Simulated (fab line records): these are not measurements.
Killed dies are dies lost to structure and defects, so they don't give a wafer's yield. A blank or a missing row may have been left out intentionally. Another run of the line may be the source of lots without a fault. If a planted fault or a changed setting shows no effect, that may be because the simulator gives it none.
The same fault as seen by 2 desks -- flow sky130 -- what lay behind the numbers comes last; until then each desk has only its own

AT THE TOOL OWNER'S DESK: pvd_sputter-01
The tool's own readings at SKY_CAPM_SPUTTER_02 (material TiN, target thk 200 nm, time 166.7 s): means of the sampled wafers that have a number, for each lot that ran on this tool. Marked OUT: a lot whose mean sits more than 4 standard deviations from the usual mean, which makes it out of limits; the brackets give that distance.
Columns: A = throttle_valve_pct at SKY_CAPM_SPUTTER_02, usual 30.0 %
lot,first seen here,A
L469,day 39 06:01,29.6
L475,day 41 00:47,30.1
This desk's verdict: no lot among the 2 shows anything out of limits.

METROLOGY DESK
Means of the sampled wafers that have a number, per lot and without regard to the tool the lot ran on: this is what the gauges read. Marked OUT: a lot whose mean sits more than 4 standard deviations from the usual mean, which makes it out of limits; the brackets give that distance. Shown here are 7 of its 8 readings, the ones lying furthest out on some lot.
Columns: A = VIA2_W_THK at SKY_VIA2_THK_MEAS_23, usual 423 nm; B = CAPM_CVD_00_THK at SKY_CAPM_THK_MEAS_01, usual 15.39 nm; C = CAPM_TIN_RS at SKY_CAPM_RS_MEAS_03, usual 6.90 ohm/sq; D = CAPM_TIN_THK at SKY_CAPM_THK_MEAS_04, usual 202.9 nm; E = CAPM_OVL at SKY_CAPM_OVL_MEAS_12, usual 1.2 nm; F = cd_nm at SKY_METAL3_CD_MEAS_13, usual 300.2 nm; G = METAL3_OVL at SKY_METAL3_OVL_MEAS_14, usual -4 nm
lot,first seen here,A,B,C,D,E,F,G
L464,day 37 12:52,412,15.52,6.93,203.0,2.5,297.1,0
L469,day 39 05:17,417,15.40,6.93,203.4,1.1,297.6,-2
L475,day 41 00:07,436,15.49,6.97,200.6,0.5,301.6,-2
L482,day 43 01:07,432,15.17,6.82,203.4,0.3,300.5,-2
L483,day 43 10:20,433,15.33,6.85,202.4,1.1,299.1,-3
This desk's verdict: no lot among the 5 shows anything out of limits.

TAKEN TOGETHER
The tool owner's desk saw nothing out of limits.
Metrology desk: nothing out of limits seen.

WHAT THE SIMULATOR PUT IN
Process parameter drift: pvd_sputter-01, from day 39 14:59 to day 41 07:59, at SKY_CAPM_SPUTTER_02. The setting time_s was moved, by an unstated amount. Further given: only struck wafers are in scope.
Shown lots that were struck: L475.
